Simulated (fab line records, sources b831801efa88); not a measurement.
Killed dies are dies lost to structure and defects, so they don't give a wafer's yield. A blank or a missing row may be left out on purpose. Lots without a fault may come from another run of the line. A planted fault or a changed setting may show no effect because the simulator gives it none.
Chamber matching | flow gf180mcu | GF_V5_CVD_02 on pecvd-04: 3 sister chambers
The step deposits SiO2 from TEOS, target thk 1450 nm, time 163.28 s. 3 wafers are shown with their chamber, then 9 later ones without.

WAFERS WITH THEIR CHAMBER
wafer  | chamber | heater_power_w (W)
L089.4 | 1       | 431
L090.5 | 2       | 655
L090.6 | 0       | 755

WAFERS WITHOUT THEIR CHAMBER
wafer  | heater_power_w (W)
L093.3 | 549
L093.4 | 732
L093.5 | 523
L095.3 | 544
L095.5 | 677
L095.6 | 607
L097.1 | 728
L097.2 | 428
L097.6 | 528

WHICH CHAMBER EACH WENT THROUGH
wafer  | from the rows above          | in truth
L093.3 | can't be placed: 2 or 1 or 0 | 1
L093.4 | can't be placed: 0 or 2      | 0
L093.5 | can't be placed: 1 or 2 or 0 | 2
L095.3 | can't be placed: 2 or 1 or 0 | 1
L095.5 | can't be placed: 2 or 0      | 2
L095.6 | can't be placed: 2 or 0 or 1 | 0
L097.1 | can't be placed: 0 or 2      | 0
L097.2 | 1                            | 1
L097.6 | can't be placed: 1 or 2 or 0 | 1
Placed correctly: 1 of 9. Can't be placed from these rows: 8 (the true chamber is among the candidates in 8). Placed wrongly: 0.
How it was worked out, from the rows above alone: a wafer's distance from a chamber is the root of the sum, over the readings, of the square of ((its reading less the chamber's mean) divided by the reading's scatter). The wafer belongs to the nearest chamber; if the next one is less than 2 further off, it can't be placed. A chamber's mean is the mean of its shown wafers. The scatter: with one shown wafer a chamber, the root of the mean of the squares of how far each hidden wafer lies from its nearest shown one.
